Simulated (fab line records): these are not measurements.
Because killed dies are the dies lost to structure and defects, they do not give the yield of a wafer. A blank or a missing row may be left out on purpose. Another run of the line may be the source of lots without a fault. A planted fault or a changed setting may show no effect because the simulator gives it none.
The tool behind it: which one?    flow sfq-line    14 lots, 42 wafers sampled, at 2 steps of a route of 325

WHAT THE GAUGES SHOWED, per wafer
SFQ_R5_OVL_MEAS_935.
lot   measured      on          R5_OVL (nm)
L969  day 55 14:50  overlay-02  0 -5 0
L970  day 55 17:14  overlay-02  -8 -9 -2
L971  day 55 18:26  overlay-02  -10 -4 4
L972  day 56 06:33  overlay-02  -1 1 1
L973  day 56 10:02  overlay-01  3 1 -3
L974  day 56 13:37  overlay-01  4 4 -5
L975  day 58 13:17  overlay-01  3 7 4
L985  day 67 14:43  overlay-01  165 165 159
L986  day 68 20:48  overlay-01  165 165 157
L988  day 69 12:47  overlay-02  -2 3 -1
L989  day 69 22:34  overlay-01  11 3 4
L990  day 70 00:31  overlay-02  6 5 3
L991  day 70 12:02  overlay-02  4 8 14
L992  day 70 13:14  overlay-02  11 10 10

TOOL THAT RAN EACH LOT (tool first, then ch and the chambers of the sampled wafers, then the start)
lot   SFQ_TRILAYER_R5_LITHO_EXPOSE_137
L969  krf-scanner-01 ch 0, day 55 13:20
L970  krf-scanner-01 ch 0, day 55 15:44
L971  krf-scanner-01 ch 0, day 55 16:56
L972  krf-scanner-02 ch 0, day 56 05:03
L973  krf-scanner-01 ch 0, day 56 08:55
L974  krf-scanner-01 ch 0, day 56 12:07
L975  krf-scanner-02 ch 0, day 58 11:47
L985  krf-scanner-01 ch 0, day 67 13:25
L986  krf-scanner-01 ch 0, day 68 19:18
L988  krf-scanner-02 ch 0, day 69 11:17
L989  krf-scanner-02 ch 0, day 69 21:04
L990  krf-scanner-02 ch 0, day 69 23:01
L991  krf-scanner-02 ch 0, day 70 10:32
L992  krf-scanner-02 ch 0, day 70 11:56
- SFQ_TRILAYER_R5_LITHO_EXPOSE_137: exposes mask R5, target cd 500 nm.

WHAT THE TOOLS THEMSELVES READ (means of the sampled wafers that have a number; where no wafer has one, the mark that the record gives instead)
SFQ_TRILAYER_R5_LITHO_EXPOSE_137.
lot   tool            stage-vel-mm-s (mm/s)
L969  krf-scanner-01  500.20
L970  krf-scanner-01  499.60
L971  krf-scanner-01  500.12
L972  krf-scanner-02  499.79
L973  krf-scanner-01  500.16
L974  krf-scanner-01  500.19
L975  krf-scanner-02  500.02
L985  krf-scanner-01  499.78
L986  krf-scanner-01  499.79
L988  krf-scanner-02  500.11
L989  krf-scanner-02  500.15
L990  krf-scanner-02  500.19
L991  krf-scanner-02  500.07
L992  krf-scanner-02  500.09

THE ANSWER, worked out from the rows above alone
Rule: usual is defined by the lots themselves. Put in order of their means at a reading, lots are off if they are a third of the lots or fewer, leave a main group of 4 or more, and stand apart from it by a gap of 3 or more times the standard deviation of the main group's means; of several such gaps the widest counts. Not used: any main group whose means are identical at the precision the tables above print for the reading. A lot without any number at a reading at which 4 lots or more have one is off too. Where the step has rows for the other lots, those lots are counted as sound. After the gauges, taken in route order, come the tools' own readings; for these a lot's mean is taken, as printed above. At the first step where some lot is off, the reading lying furthest off is the one used; lots without a number count as furthest.
Off: at SFQ_R5_OVL_MEAS_935 (R5_OVL), L985, L986. Mean 2 nm and standard deviation 4.7 in the main group.
A tool fits if, at a process step before that reading, it ran every lot that is off, and no sound lot after the first of them. Not tried: the gauges at SFQ_R5_OVL_MEAS_935; whatever is off there is also off at SFQ_TRILAYER_R5_LITHO_EXPOSE_137, on other tools, and gauge error can't account for it. One fits: krf-scanner-01 at SFQ_TRILAYER_R5_LITHO_EXPOSE_137. A fault onset in the window from L974 (day 56 12:07, its last sound lot) to L985 (day 67 13:25, its first lot off) fits.

WHAT THE SIMULATOR PUT IN
Scanner matching overlay: krf-scanner-01, from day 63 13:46 on, at SFQ_TRILAYER_R5_LITHO_EXPOSE_137. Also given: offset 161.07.
Struck lots among those shown: L985, L986. The rule above found the same.
